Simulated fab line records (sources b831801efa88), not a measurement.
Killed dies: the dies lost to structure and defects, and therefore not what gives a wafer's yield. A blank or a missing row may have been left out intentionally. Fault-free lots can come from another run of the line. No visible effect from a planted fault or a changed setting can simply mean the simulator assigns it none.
A lot that was struck, set against a sound lot || flow gf180mcu || 15 steps out of a route of 602
Sound: wafers L930.1, L930.2, L930.4. Wafers L928.3, L928.4, L928.6 were the ones struck. The cause is given at the end.
For every step that has rows: the tool of each side, followed by ch and its chambers, followed by its first start. Under that, the readings that differ: sound wafers || struck wafers || difference of the means || sigmas: that difference in standard deviations of wafers without a fault.
alike: same words and numbers on both sides, and readings whose means sit less than 2 such deviations apart. not compared: any withheld reading, any reading some wafer has no value for, any bound like >300 that may hide the same value, and any number with overlapping values for which the record gives no deviation.
Wherever a step has rows on one side only, a row that says differs or no value, or a row with sigmas, the two part there. When numbers do not overlap yet have no deviation, they are printed without sigmas and do not part them. A reading missing from all wafers of one side parts the sides only when that side holds two or more wafers.

first, 8 steps without rows for these wafers: GF_POLY_GATE_DEHYDRATE_02 (time 60 s); GF_POLY_GATE_HMDS_03 (prime time 60 s); GF_POLY_GATE_COAT_04; GF_POLY_GATE_COAT_05 (resist thk 691.2 nm); GF_POLY_GATE_SOFTBAKE_06 (time 60 s); GF_POLY_GATE_EXPOSE_07 (exposes mask Poly2, target cd 280 nm); GF_POLY_GATE_PEB_08 (peb time 90 s); GF_POLY_GATE_DEVELOP_09 (develop time 60 s).
GF_POLY_GATE_CD_MEAS_10: the cd target is 280 nm.
  sound on cd-sem-01 at day 13 03:38; struck on cd-sem-01 at day 12 11:38
  alike: cd-nm
GF_POLY_GATE_OVL_MEAS_11:
  sound on overlay-01 at day 13 03:46; struck on overlay-01 at day 12 11:43
  alike: POLY_GATE_OVL
GF_POLY_GATE_ETCH_12: etches BARC in N2/H2.
  sound on rie-diel-01 ch 1,2,3, day 13 03:48; struck on rie-diel-01 ch 0,3, day 12 11:45
{"reading": "throttle-valve-pct (%)", "sound": "13.199 13.214 13.199", "struck": "13.229 13.233 13.226", "difference": "+0.025", "sigmas": "+3"}
  alike: drypump-motor-current-A, oes-product-au
GF_POLY_GATE_ETCH_13: etches poly-Si in HBr/Cl2, stops on SiO2, target depth 198.5 nm, time 69.6 s.
  sound on rie-si-02 ch 0,1,2, day 13 03:51; struck on rie-si-01 ch 0,3, day 12 11:48
  alike: drypump-motor-current-A, oes-product-au, throttle-valve-pct
  not compared: rf-hours-counter-h
GF_POLY_GATE_STRIP_14: strips in O2/N2.
  sound on plasma-asher-03 ch 0,1, day 13 03:54; struck on plasma-asher-03 ch 0,1, day 12 11:53
  no value came back on the struck wafers for chamber-pressure-mTorr (mTorr), drypump-motor-current-A (A), heater-power-w (W), oes-product-au (a.u.); on the sound wafers chamber-pressure-mTorr (mTorr) reads 1500.8 1501.8 1500.5
  not compared: rf-hours-counter-h
then, 1 step without rows for these wafers: GF_POLY_GATE_CLEAN_15 (cleans in SC1/SC2, time 150 s).
-- the record jumps here: 20 days lie between the struck wafers' starts before and after (it left off in module POLY_GATE and takes up again in module PASSIVATION, whose first step shown is number 602 of the route) --
GF_PASSIVATION_PROBE_99:
  record: rows for the struck wafers here (prober-01, day 32 04:41), none for the sound ones

## WHERE THEY PART
Last at GF_PASSIVATION_PROBE_99 as far as this record goes, first at GF_POLY_GATE_ETCH_12.

WHY: the cause the simulator had injected
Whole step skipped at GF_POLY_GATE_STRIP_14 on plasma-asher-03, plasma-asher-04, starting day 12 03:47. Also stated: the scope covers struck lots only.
